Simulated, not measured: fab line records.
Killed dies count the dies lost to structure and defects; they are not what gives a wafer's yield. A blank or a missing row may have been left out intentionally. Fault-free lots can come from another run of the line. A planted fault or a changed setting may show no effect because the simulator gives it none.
Chamber matching | flow sky130 | 4 sister chambers for SKY_VIA3_CMP_24 on cmp-01
The step polishes, stops on SiO2, t overpolish 20 s, target thk 0 nm. 4 wafers are shown with their chamber, then 9 later ones without.

WAFERS, EACH WITH ITS CHAMBER
wafer  | chamber | motorCurrentA (A)
L720.2 | 3       | 10.7
L726.2 | 2       | 9.6
L726.4 | 0       | 11.1
L726.6 | 1       | 11.1

WAFERS WITHOUT THEIR CHAMBER
wafer  | motorCurrentA (A)
L729.1 | 11.3
L729.2 | 11.2
L729.6 | 9.4
L735.1 | 9.4
L735.4 | 10.7
L735.6 | 11.0
L736.1 | 9.6
L736.3 | 11.3
L736.6 | 10.8

CHAMBER TAKEN BY EACH
wafer  | from the rows above          | in truth
L729.1 | can't be placed: 0 or 1      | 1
L729.2 | can't be placed: 0 or 1      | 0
L729.6 | 2                            | 2
L735.1 | 2                            | 2
L735.4 | 3                            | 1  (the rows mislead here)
L735.6 | can't be placed: 0 or 1 or 3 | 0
L736.1 | 2                            | 2
L736.3 | can't be placed: 0 or 1      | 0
L736.6 | can't be placed: 3 or 0 or 1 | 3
Placed correctly: 3 of 9. Unplaceable from these rows: 5, with the true chamber sitting among the candidates in 5. Placed wrongly: 1.
How it was worked out, from the rows above alone: a wafer's distance from a chamber is the root of the sum, over the readings, of the square of ((its reading less the chamber's mean) divided by the reading's scatter). The wafer belongs to the nearest chamber; if the next one is less than 2 further off, it can't be placed. The mean given for a chamber averages the wafers shown for that chamber. The scatter: root of mean squared gap, hidden wafer to nearest shown wafer, with one shown wafer a chamber.
